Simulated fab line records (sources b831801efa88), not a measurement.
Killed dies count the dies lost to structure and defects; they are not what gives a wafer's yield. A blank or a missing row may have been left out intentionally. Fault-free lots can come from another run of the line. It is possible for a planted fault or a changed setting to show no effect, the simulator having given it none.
fab line records    flow sky130
[record] lots = 5  wafers = 15  last-day = 50
route steps=708 shown POLY_GATE@217 LDD_N@237 PAD_OPEN@708
lots that met no fault: from a run of the same line without faults
start-h: start of the lot's first displayed wafer, in hours after the record's first day    wait-h: hours from the lot's prior step to this one    " same as the row above    L1.1+2: several wafers, shown together as one row    - no value, or no start was given    * or withheld: withheld    < > ~ a bound
route shown NAME@n: NAME is a module with steps in the file, n the number in the route of the first one    usual: the fault-free wafers' mean and standard deviation    same: alike in all rows    chamber/n: place in a boat    sites: readings site by site    _std_site: the values' standard deviation    _edge_site: mean of outer sites minus mean of inner sites    radius-mm: how far each site lies from the wafer's centre    mask NAME#n: copy n    behind: the most recent tool/chamber to have shaped the wafer    hold: what put the lot on hold/how long, in hours/how the hold closed    device: the n, p or np transistor that did not switch    end of line: tests of these same wafers at the route's end    for a step that has no rows: nothing shown but its recipe    killed: dies lost to structure and defects at the first sort, not the wafer's yield    map: dies across one wafer; x = killed, . = not, _ = none there
set.NAME: the setting as run; set.NAME@STEP: as run at that earlier step    model.NAME: the simulator's own value behind a step, which no gauge read
lots seen at some steps along the route; tables by step, rows by wafer
services: a tool's chamber out of use, with start hour (start-h, from the record's first day; less than 0 if before it), hours out, and reason
[[steps]]
[step SKY_POLY_GATE_CVD_03]
[recipe] material = Si3N4  precursor = DCS/NH3  target-thk-nm = 75  temp-c = 770  time-s = 1290  pressure-mtorr = 250
[step SKY_POLY_GATE_THK_MEAS_04]
[recipe] reads = Si3N4_of_POLY_GATE_CVD_03
[usual] POLY_GATE_CVD_03_THK = 75.6/0.68
lot.wafer  tool           chamber  start-h  wait-h  POLY_GATE_CVD_03_THK[nm]
L453.1     film-metro-04  -        389.21   0.0     76.2
L453.5     "              -        "        "       76.6
L453.6     "              -        "        "       76.0
L454.2     film-metro-04  -        413.55   0.0     75.1
L454.4     "              -        "        "       75.4
L454.5     "              -        "        "       76.4
L458.2     film-metro-02  -        437.99   0.0     75.6
L458.5     "              -        "        "       75.8
L458.6     "              -        "        "       75.8
L467.1     film-metro-04  -        522.45   0.0     75.6
L467.2     "              -        "        "       76.0
L467.5     "              -        "        "       75.8
L468.1     film-metro-01  -        529.22   0.0     75.5
L468.4     "              -        "        "       75.4
L468.6     "              -        "        "       76.1
[step SKY_POLY_GATE_DEHYDRATE_05]
[recipe] temp-c = 200  time-s = 60
[step SKY_POLY_GATE_HMDS_06]
[recipe] prime-time-s = 60  prime-temp-c = 120
[step SKY_POLY_GATE_COAT_07]
[recipe] resist = BARC  temp-c = withheld  time-s = withheld  spin-rpm = 3000  resist-thk-nm = 110
[step SKY_POLY_GATE_COAT_08]
[recipe] resist = KrF-thick  spin-rpm = 3000  resist-thk-nm = 450
[step SKY_POLY_GATE_SOFTBAKE_09]
[recipe] temp-c = 100  time-s = 87.67  resist = KrF-thick
[step SKY_POLY_GATE_EXPOSE_10]
[recipe] mask-id = P1M  na = 0.68  source-shape = conventional  sigma-outer = 0.6  target-cd-nm = 150  dose-mj = 28
[step SKY_POLY_GATE_PEB_11]
[recipe] peb-temp-c = withheld  peb-time-s = withheld  resist = KrF-thick
[step SKY_POLY_GATE_DEVELOP_12]
[recipe] develop-time-s = 60  resist = KrF-thick  dev-temp-c = 21
[step SKY_POLY_GATE_CD_MEAS_13]
[recipe] target-cd-nm = 150
[usual] cd-nm = 150.4/1.9
lot.wafer  tool       chamber  start-h  wait-h  cd-nm
L453.1     cd-sem-01  -        418.49   -       152.2
L453.5     "          -        "        "       151.8
L453.6     "          -        "        "       151.1
L454.2     cd-sem-02  -        444.21   -       150.1
L454.4     "          -        "        "       149.7
L454.5     "          -        "        "       148.8
L458.2     cd-sem-01  -        468.76   -       148.3
L458.5     "          -        "        "       149.1
L458.6     "          -        "        "       148.7
L467.1     cd-sem-02  -        553.17   -       151.3
L467.2     "          -        "        "       151.4
L467.5     "          -        "        "       151.0
L468.1     cd-sem-02  -        559.04   -       151.3
L468.4     "          -        "        "       151.5
L468.6     "          -        "        "       150.2
[step SKY_POLY_GATE_OVL_MEAS_14]
[usual] POLY_GATE_OVL = 2/7
lot.wafer  tool        chamber  start-h  wait-h  POLY_GATE_OVL[nm]
L453.1     overlay-02  -        418.61   0.1     5
L453.5     "           -        "        "       11
L453.6     "           -        "        "       -3
L454.2     overlay-02  -        444.32   0.1     5
L454.4     "           -        "        "       10
L454.5     "           -        "        "       10
L458.2     overlay-01  -        468.86   0.1     4
L458.5     "           -        "        "       6
L458.6     "           -        "        "       10
L467.1     overlay-02  -        553.29   0.1     14
L467.2     "           -        "        "       8
L467.5     "           -        "        "       -1
L468.1     overlay-01  -        559.16   0.1     -4
L468.4     "           -        "        "       10
L468.6     "           -        "        "       2
[step SKY_POLY_GATE_ETCH_15]
[recipe] chemistry = N2/H2  target = BARC  ion-energy-ev = 200  source-w = 500  bias-w = 100  pressure-mtorr = 30  n2-flow-sccm = 100  h2-flow-sccm = 200  stop-on = SiO2  time-s = 118.5  target-depth-a = 1100
[usual] drypump-motor-current-A = 5.80/0.29  n2-flow-sccm = 99.99/0.3  oes-product-au = 0.717/0.0047  rf-fwd-power-W = 497.4/1.6  throttle-valve-pct = 13.213/0.009
lot.wafer  tool         chamber  start-h  wait-h  drypump-motor-current-A  n2-flow-sccm  oes-product-au  rf-fwd-power-W  rf-hours-counter-h  throttle-valve-pct  model.KrF-thick_of_POLY_GATE_COAT_08.thk-nm  model.POLY_GATE.cd-nm  model.SiO2_of_SONOS_ONO_CVD_04.thk-nm
L453.1     rie-diel-02  3        418.65   0.0     5.64                     99.65         0.715           499.5           63                  13.220              346.6                                        153.1                  4.213
L453.5     "            0        "        "       6.27                     100.43        0.730           494.1           -                   13.215              347.1                                        152.6                  4.209
L453.6     "            1        "        "       5.77                     100.38        0.711           498.2           -                   13.216              344.6                                        151.3                  4.254
L454.2     rie-diel-01  0        444.35   0.0     5.93                     100.34        0.722           498.8           44                  13.209              344.8                                        148.5                  4.13
L454.4     "            1        "        "       5.59                     99.38         0.719           496.4           40                  13.203              346.7                                        149.7                  4.227
L454.5     "            0        "        "       5.90                     100.30        0.715           498.1           -                   13.198              345.8                                        147.7                  4.124
L458.2     rie-diel-01  3        468.89   0.0     6.22                     99.90         0.719           496.5           10                  13.213              345.6                                        149.3                  4.073
L458.5     "            1        "        "       5.58                     100.35        0.717           499.7           -                   13.218              346.8                                        151.7                  4.087
L458.6     "            2        "        "       5.57                     100.07        0.719           496.7           -                   13.207              299.2                                        137.1                  0
L467.1     rie-diel-03  0        553.33   0.0     6.06                     100.12        0.719           495.1           82                  13.204              345                                          150.8                  4.037
L467.2     "            3        "        "       5.60                     100.62        0.720           499.2           7                   13.195              342.6                                        151.9                  4.113
L467.5     "            3        "        "       5.64                     100.30        0.706           498.1           -                   13.210              342                                          151.8                  4.147
L468.1     rie-diel-02  2        559.19   0.0     5.82                     99.82         0.719           498.4           0                   13.214              345.9                                        152.3                  4.376
L468.4     "            3        "        "       5.65                     99.78         0.714           496.6           -                   13.200              344.9                                        151.8                  4.315
L468.6     "            2        "        "       5.83                     99.53         0.720           499.9           -                   13.209              343.3                                        150.9                  4.288
[step SKY_POLY_GATE_ETCH_16]
[recipe] stop-on = poly-Si  chemistry = CH3F/O2  target = Si3N4  source-w = 400  bias-w = 80  pressure-mtorr = 25  ch3f-flow-sccm = 40  O2_flow_sccm = 30  time-s = 147.5  target-depth-a = 750
[usual] drypump-motor-current-A = 5.79/0.3  oes-product-au = 0.642/0.0048  rf-fwd-power-W = 398.2/1.3  throttle-valve-pct = 10.535/0.01
lot.wafer  tool         chamber  start-h  wait-h  drypump-motor-current-A  oes-product-au  rf-fwd-power-W  rf-hours-counter-h  throttle-valve-pct
L453.1     rie-diel-02  3        418.73   0.0     5.63                     0.637           399.8           63                  10.528
L453.5     "            0        "        "       6.25                     0.641           395.1           -                   10.531
L453.6     "            1        "        "       5.72                     0.645           397.6           -                   10.548
L454.2     rie-diel-01  0        444.43   0.0     5.92                     0.633           400.9           44                  10.533
L454.4     "            1        "        "       5.56                     0.643           397.6           40                  10.536
L454.5     "            0        "        "       5.91                     0.644           398.0           -                   10.548
L458.2     rie-diel-01  3        468.97   0.0     6.23                     0.646           399.7           10                  10.544
L458.5     "            1        "        "       5.59                     0.645           396.5           -                   10.536
L458.6     "            2        "        "       5.59                     0.646           397.6           -                   10.529
L467.1     rie-diel-03  0        553.41   0.0     6.06                     0.641           398.0           82                  10.548
L467.2     "            3        "        "       5.63                     0.651           397.6           7                   10.542
L467.5     "            3        "        "       5.61                     0.645           398.6           -                   10.542
L468.1     rie-diel-02  2        559.27   0.0     5.84                     0.638           399.3           0                   10.527
L468.4     "            3        "        "       5.63                     0.643           397.8           -                   10.525
L468.6     "            2        "        "       5.84                     0.643           400.3           -                   10.507
[step SKY_POLY_GATE_ETCH_17]
[recipe] target-depth-nm = 180  stop-on = SiO2  over-etch-frac = 0.56667  chemistry = HBr/Cl2  target = poly-Si  icp-w = 400  bias-w = 100  pressure-mtorr = 10  HBr_flow_sccm = 150  Cl2_flow_sccm = 50  time-s = 70.5
[usual] drypump-motor-current-A = 5.4/0.44  mfc-cl2-sccm = 49.99/0.15  oes-product-au = 0.988/0.0061  rf-fwd-power-W = 396.9/1.7  throttle-valve-pct = 33.685/0.0091
lot.wafer  tool       chamber  start-h  wait-h  drypump-motor-current-A  mfc-cl2-sccm  oes-product-au  rf-fwd-power-W  rf-hours-counter-h  throttle-valve-pct  model.KrF-thick_of_POLY_GATE_COAT_08.thk-nm  model.POLY_GATE.cd-nm
L453.1     rie-si-02  1        418.83   0.0     6.3                      50.21         0.990           395.9           69                  33.697              142.6                                        153.4
L453.5     "          3        "        "       5.4                      49.99         0.985           396.8           -                   33.696              144.2                                        152.8
L453.6     "          0        "        "       5.5                      49.86         0.987           396.1           -                   33.693              140.2                                        150.6
L454.2     rie-si-02  2        444.53   0.0     5.2                      49.99         0.983           399.2           3                   33.683              139.3                                        148
L454.4     "          0        "        "       5.5                      49.96         0.989           398.1           -                   33.681              143.8                                        148.5
L454.5     "          2        "        "       5.2                      49.86         0.989           399.9           -                   33.677              139.1                                        147.7
L458.2     rie-si-01  2        469.07   0.0     4.8                      49.54         0.983           397.1           0                   33.679              142.5                                        148.6
L458.5     "          1        "        "       6.0                      50.26         0.988           393.9           -                   33.690              145.8                                        151.9
L458.6     "          2        "        "       4.8                      49.73         0.982           395.5           -                   33.685              96.53                                        136
L467.1     rie-si-02  2        553.51   0.0     5.2                      50.11         0.991           398.2           3                   33.681              139.7                                        150.9
L467.2     "          1        "        "       6.3                      50.05         0.991           396.8           0                   33.683              136.4                                        150.2
L467.5     "          0        "        "       5.5                      50.08         0.987           398.5           -                   33.683              136.7                                        151.4
L468.1     rie-si-01  1        559.37   0.0     6.0                      49.94         0.988           391.6           39                  33.668              143.3                                        151.8
L468.4     "          0        "        "       5.0                      50.17         0.980           399.6           5                   33.688              138.3                                        151.6
L468.6     "          2        "        "       4.8                      49.88         0.985           397.6           -                   33.681              139.8                                        150.3
[step SKY_POLY_GATE_STRIP_18]
[recipe] chemistry = O2/N2  power-w = 1400  pressure-mtorr = 1500  platen-temp-c = withheld  o2-flow-sccm = 3000  n2-flow-sccm = 300  overash-fraction = 0.5
[usual] drypump-motor-current-A = 5.9/0.36  n2-flow-sccm = 299.9/0.89  oes-product-au = 0.361/0.0045  strip-time-to-endpoint-s = 3.182/0.029
lot.wafer  tool             chamber  start-h  wait-h  drypump-motor-current-A  n2-flow-sccm  oes-product-au  rf-hours-counter-h  strip-time-to-endpoint-s
L453.1     plasma-asher-02  1        418.89   0.0     6.1                      300.9         0.363           30                  3.192
L453.5     "                1        "        "       6.0                      299.2         0.357           -                   3.219
L453.6     "                0        "        "       5.8                      298.5         0.364           -                   3.167
L454.2     plasma-asher-03  0        444.59   0.0     5.6                      299.3         0.359           75                  3.168
L454.4     "                1        "        "       6.3                      301.8         0.361           -                   3.211
L454.5     "                0        "        "       5.6                      299.8         0.357           -                   3.159
L458.2     plasma-asher-02  1        469.13   0.0     6.1                      299.5         0.361           35                  3.199
L458.5     "                1        "        "       6.1                      299.4         0.363           -                   3.243
L458.6     "                0        "        "       5.8                      300.8         0.341           -                   2.693
L467.1     plasma-asher-02  1        553.56   0.0     6.1                      299.9         0.360           44                  3.163
L467.2     "                0        "        "       5.8                      299.2         0.357           44                  3.147
L467.5     "                0        "        "       5.8                      299.4         0.360           -                   3.122
L468.1     plasma-asher-04  0        559.43   0.0     5.8                      301.3         0.354           13                  3.209
L468.4     "                0        "        "       5.8                      301.9         0.363           -                   3.164
L468.6     "                0        "        "       5.8                      301.2         0.365           -                   3.169
[step SKY_POLY_GATE_CLEAN_19]
[recipe] chemistry = SC1/SC2  mix = 1:4:20  temp-c = 70  time-s = 150  dry = n2-spin
[step SKY_POLY_GATE_OXIDATION_20]
[recipe] temp-c = 850  ambient = O2  stabilise-s = 600  purge-s = 300  target-thk-a = 40  ox-time-s = 899
[step SKY_POLY_GATE_CD_MEAS_22]
[usual] cd-nm = 150.5/2.3
lot.wafer  tool       chamber  start-h  wait-h  cd-nm
L453.1     cd-sem-01  -        422.23   0.1     153.5
L453.5     "          -        "        "       152.9
L453.6     "          -        "        "       150.8
L454.2     cd-sem-01  -        446.19   0.1     148.3
L454.4     "          -        "        "       148.4
L454.5     "          -        "        "       147.7
L458.2     cd-sem-01  -        470.62   0.1     148.8
L458.5     "          -        "        "       152.3
L458.6     "          -        "        "       136.2
L467.1     cd-sem-01  -        555.14   0.1     150.7
L467.2     "          -        "        "       150.7
L467.5     "          -        "        "       151.4
L468.1     cd-sem-02  -        560.89   0.1     151.4
L468.4     "          -        "        "       151.3
L468.6     "          -        "        "       150.2
[step SKY_LDD_N_DEHYDRATE_00]
[recipe] temp-c = 200  time-s = 60
[step SKY_PAD_OPEN_PROBE_99]
[usual] killed_at_M0_to_M3 = 45/7.9  killed_at_M4_up = 2.9/1.8  killed-at-contacts = 25/5.5  killed-at-front-end = 16/4.4  killed-at-other = 0.3/0.58  killed-dies = 89/9.4  killed-on-rim = 18/3.9  killed-open = 49/6.8  killed-short = 40/6.3
[same] gross-dies = 492  killed-at-back-side = 0
lot.wafer  tool       chamber  start-h  wait-h  killed_at_M0_to_M3  killed_at_M4_up  killed-at-contacts  killed-at-front-end  killed-at-other  killed-dies  killed-on-rim  killed-open  killed-short
L453.1     prober-01  -        1111.23  0.1     51                  5                27                  13                   0                96           21             57           39
L453.5     prober-01  -        1111.43  0.2     39                  2                21                  9                    0                71           21             40           31
L453.6     prober-01  -        1111.48  0.2     36                  3                25                  10                   0                74           16             37           37
L458.2     prober-02  -        1137.81  0.1     28                  3                27                  13                   1                72           14             39           33
L458.5     prober-02  -        1137.96  0.2     52                  4                21                  7                    0                84           17             46           38
L458.6     prober-02  -        1138.01  0.2     33                  4                18                  435                  2                492          96             41           37
// killed by level:class
L453.1 VIA1:geometric-particle:open=12 CONTACT:geometric-particle:open=10 VIA3:geometric-particle:open=8 POLY_GATE:geometric-particle:short=7 LI_CONTACT:geometric-particle:open=7 VIA2:geometric-particle:open=7 CONTACT:geometric-particle:short=6 METAL1:geometric-particle:short=5
L453.5 VIA1:geometric-particle:open=10 CONTACT:geometric-particle:open=8 METAL2:geometric-particle:short=7 LI_CONTACT:geometric-particle:open=6 VIA3:geometric-particle:open=5 CONTACT:geometric-particle:short=4 METAL1:geometric-particle:short=4 LI_CONTACT:geometric-particle:short=3
L453.6 CONTACT:geometric-particle:open=9 METAL1:geometric-particle:short=7 VIA1:geometric-particle:open=7 LI_CONTACT:geometric-particle:open=6 CONTACT:geometric-particle:short=6 METAL2:geometric-particle:short=5 POLY_GATE:geometric-particle:open=4 VIA2:geometric-particle:open=4
L458.2 CONTACT:geometric-particle:open=11 LI_CONTACT:geometric-particle:open=8 VIA1:geometric-particle:open=6 METAL1:geometric-particle:short=5 VIA2:geometric-particle:open=4 VIA1:geometric-particle:short=4 POLY_CUT:geometric-particle:open=3 LI_CONTACT:geometric-particle:short=3
L458.5 LI_CONTACT:geometric-particle:open=12 VIA2:geometric-particle:open=10 VIA1:geometric-particle:open=8 METAL2:geometric-particle:short=8 VIA1:geometric-particle:short=7 METAL3:geometric-particle:short=5 VIA3:geometric-particle:open=5 LI_CONTACT:geometric-particle:short=3
L458.6 POLY_GATE:area-etch=414 VIA1:geometric-particle:open=11 FIELD_ISO:geometric-particle:open=7 LI_CONTACT:geometric-particle:open=7 VIA1:geometric-particle:short=5 LOCAL_INTERCONNECT:geometric-particle:short=4 METAL2:geometric-particle:short=4 FIELD_ISO:geometric-particle:short=3
// map L458.6 (x killed, . not)
__________xxxxxxxxxx_________
________xxxxxxxxxxxxxx_______
______xxxxxxxxxxxxxxxxxx_____
_____xxxxxxxxxxxxxxxxxxxx____
____xxxxxxxxxxxxxxxxxxxxxx___
___xxxxxxxxxxxxxxxxxxxxxxxx__
__xxxxxxxxxxxxxxxxxxxxxxxxxx_
_xxxxxxxxxxxxxxxxxxxxxxxxxxxx
_xxxxxxxxxxxxxxxxxxxxxxxxxxxx
_xxxxxxxxxxxxxxxxxxxxxxxxxxxx
_xxxxxxxxxxxxxxxxxxxxxxxxxxxx
_xxxxxxxxxxxxxxxxxxxxxxxxxxxx
_xxxxxxxxxxxxxxxxxxxxxxxxxxxx
_xxxxxxxxxxxxxxxxxxxxxxxxxxxx
_xxxxxxxxxxxxxxxxxxxxxxxxxxxx
__xxxxxxxxxxxxxxxxxxxxxxxxxx_
___xxxxxxxxxxxxxxxxxxxxxxxx__
____xxxxxxxxxxxxxxxxxxxxxx___
_____xxxxxxxxxxxxxxxxxxxx____
______xxxxxxxxxxxxxxxxxx_____
________xxxxxxxxxxxxxx_______
__________xxxxxxxxxx_________
// map L454.2 (x killed, . not)
__________.....x...x_________
________.....x........_______
______x.x.....x.....x..._____
_____........x...........____
____...x.x..x.............___
___......xxx...x.....x.x...__
__.....x........x......x...._
_x..xx......x..x..x.x.......x
_.x.....x...x.......x....x...
_...xx....xxxx.....xxx...x...
_...x.x...........x..x.......
_........x...x....xx...x..xxx
_..x....x............xx......
_x..........xx...............
_.....x.....x.x.x..x..xx....x
__......xx....x.x....x......_
___.x..............x..x...x__
____..x......x...xx.x.....___
_____..x..x...xxxx.x.....____
______.....xx..x......x._____
________x..x.........._______
__________x...x..x.._________
[[services]]
tool             chamber  start-h  hours  kind
rie-diel-03      3        398.28   12.8   repair
plasma-asher-04  -        405.52   1.9    repair
plasma-asher-04  -        421.25   9.0    pm
rie-si-02        1        436.82   -      clean
rie-si-02        1        436.82   18.5   scheduled-down
rie-si-02        1        436.82   18.5   vent-cycle
rie-si-02        0        455.34   -      clean
rie-si-02        0        455.34   18.6   scheduled-down
rie-si-02        0        455.34   18.6   vent-cycle
rie-diel-01      0        477.66   2.9    repair
rie-diel-02      -        478.68   2.8    pm
rie-si-02        2        491.35   17.9   repair
plasma-asher-03  -        492.14   4.3    pm
plasma-asher-03  -        497.83   2.8    pm
rie-diel-01      -        519.38   28.1   pm
rie-diel-03      1        526.84   -      clean
rie-diel-02      2        536.14   -      clean
rie-diel-02      2        536.14   21.8   scheduled-down
rie-diel-02      2        536.14   21.8   vent-cycle
rie-diel-03      -        546.05   0.2    repair
rie-diel-02      -        557.79   0.4    repair
rie-diel-02      0        558.24   -      clean
rie-diel-02      0        558.24   21.1   scheduled-down
rie-diel-02      0        558.24   21.1   vent-cycle
[[key]]
[first-sign] step = SKY_POLY_GATE_STRIP_18  reading = strip-time-to-endpoint-s  direction = down  sigmas = 17  usual = *  struck = *
[effect] step = SKY_POLY_GATE_STRIP_18  reading = oes-product-au  direction = down  sigmas = 4.4  usual = 0.361  struck = 0.341
[effect] step = SKY_POLY_GATE_CD_MEAS_22  reading = cd-nm  direction = down  sigmas = 6.2  usual = 150.5  struck = 136.2
[effect] step = SKY_PAD_OPEN_PROBE_99  reading = killed-at-front-end  direction = up  sigmas = 96  usual = 16  struck = 435
[model-effect] step = SKY_POLY_GATE_ETCH_15  value = KrF-thick_of_POLY_GATE_COAT_08.thk-nm  without = 347.6  struck = 299.2
[model-effect] step = SKY_POLY_GATE_ETCH_17  value = KrF-thick_of_POLY_GATE_COAT_08.thk-nm  without = 144.9  struck = 96.53
[more-kills-born-at] SKY_POLY_GATE_ETCH_15@rie-diel-01 = 414
met-at SKY_POLY_GATE_ETCH_15
struck-wafers L458.6
later-rows-left-out L458.6
tester-left-out L458
[fault] kind = process-parameter-drift  tool = rie-diel-01  chamber = 2  onset-h = 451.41  steps = SKY_POLY_GATE_ETCH_15  channel = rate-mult  offset = 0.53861  shape = step  end-h = 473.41
// tester-left-out: of these lots the tester's yield and bins aren't shown, on N5 and GAA mostly nor the transistor test; their killed dies are dies lost to structure and defects alone, not to doping, threshold or leakage, so they don't give the yield
// later-rows-left-out: the simulator's readings of these wafers behind a module that went badly wrong aren't trusted and aren't shown, but for the sort
